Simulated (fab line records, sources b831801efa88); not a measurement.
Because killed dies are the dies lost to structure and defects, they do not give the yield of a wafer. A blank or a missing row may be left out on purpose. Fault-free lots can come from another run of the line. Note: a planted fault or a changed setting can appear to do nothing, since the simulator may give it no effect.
Comparing a struck lot with a sound one -- flow sky130 -- 15 steps out of a route of 708
Sound: wafers L357.2, L357.4, L357.6. Wafers L370.3, L370.4, L370.6 were the ones struck. The cause is named last.
Each step with rows lists, per side, the tool, then ch with its chambers, then its first start. Under that, the readings that differ: sound wafers -- struck wafers -- difference of the means -- sigmas: that difference in standard deviations of wafers without a fault.
alike: readings whose means differ by less than 2 such deviations, and words and numbers that are the same on both sides. not compared: withheld readings, readings that some wafer has no value for, bounds like >300 that may hide the same value, and numbers for which the record gives no deviation and whose values overlap.
A row with sigmas, a row that says differs or no value, or rows on one side alone: a step with any of these is where the two part. Numbers that have no deviation but don't overlap get no sigmas and don't part them. Lack of a reading on every wafer of one side parts them only where that side has two or more wafers.

first, 1 step without rows for these wafers: SKY_PWDE_IMPLANT_08.
SKY_PWDE_STRIP_09: strips in O2/N2.
  sound on plasma-asher-04 ch 0,1, day 4 08:49; struck on plasma-asher-03 ch 0,1, day 7 08:36
  alike: drypump-motor-current-A, oes-product-au, strip-time-to-endpoint-s
  not compared: rf-hours-counter-h
SKY_PWDE_TW_MEAS_10:
  sound on film-metro-04 at day 4 08:56; struck on film-metro-01 at day 7 08:41
  alike: PWDE_TW
then, 7 steps without rows for these wafers: SKY_NWELL_DEHYDRATE_03 (time 60 s); SKY_NWELL_HMDS_04 (prime time 60 s); SKY_NWELL_COAT_05 (resist thk 3000 nm); SKY_NWELL_SOFTBAKE_06; SKY_NWELL_EXPOSE_07 (exposes mask NWM, target cd 840 nm); SKY_NWELL_PEB_08; SKY_NWELL_DEVELOP_09 (develop time 60 s).
SKY_NWELL_OVL_MEAS_10:
  sound on overlay-02 at day 5 02:17; struck on overlay-01 at day 8 05:17
  alike: NWELL_00_OVL
following that, these wafers have no rows for 1 step: SKY_NWELL_IMPLANT_11.
SKY_NWELL_IMPLANT_12:
  sound on implanter-04 ch 0, day 5 02:29; struck on implanter-01 ch 0, day 8 05:31
reading,sound,struck,difference,sigmas
dose-ions-cm2,1.3007e+12 1.299e+12 1.2993e+12,1.4332e+12 1.4319e+12 1.4305e+12,+1.3220e+11,+99 or more
faraday-current-uA,7.35 7.43 7.42,8.06 7.98 8.19,+0.68,+5
following that, these wafers have no rows for 1 step: SKY_NWELL_IMPLANT_13.
-- the record jumps here: 41 days lie between the struck wafers' starts before and after (it left off in module NWELL and takes up again in module PAD_OPEN, whose first step shown is number 708 of the route) --
SKY_PAD_OPEN_PROBE_99:
  sound on prober-01 at day 46 11:22; struck on prober-02 at day 49 07:33
reading,sound,struck,difference,sigmas
killed_at_M4_up,7 4 9,3 2 3,-4,-2
model.etest.pfet_01v8_lvt.off-log10-a-um,-9.053 -9.035 -9.025,-9.47 -9.628 -9.491,-0.49,
model.etest.pfet-g5v0d10v5.vt-sat-v (V),-0.6565 -0.6592 -0.6437,-0.7123 -0.7075 -0.7128,-0.0577,
model.etest.pfet_16v.vt-v (V),-1.119 -1.125 -1.115,-1.162 -1.163 -1.165,-0.044,
model.etest.pfet-g5v0d10v5.vt-long-v (V),-0.9502 -0.9538 -0.9408,-0.9829 -0.9811 -0.9869,-0.0354,
model.etest.pfet_01v8_lvt.vt-sat-v (V),-0.4517 -0.4583 -0.4559,-0.4859 -0.4889 -0.4806,-0.0298,
model.etest.pfet_01v8_lvt.vt-v (V),-0.5392 -0.5465 -0.542,-0.5689 -0.5726 -0.5657,-0.0265,
model.etest.pfet_01v8_lvt.vt-long-v (V),-0.6594 -0.6611 -0.6583,-0.681 -0.6843 -0.6784,-0.022,
  alike: killed_at_M0_to_M3, killed-at-contacts, killed-at-front-end, killed-at-other, killed-dies, killed-on-rim, killed-open, killed-short

WHERE THEY PART
Last at SKY_PAD_OPEN_PROBE_99 as far as this record goes, first at SKY_NWELL_IMPLANT_12.

WHY: whatever the simulator had introduced
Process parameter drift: implanter-01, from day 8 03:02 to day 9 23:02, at SKY_NWELL_IMPLANT_12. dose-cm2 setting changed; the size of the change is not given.
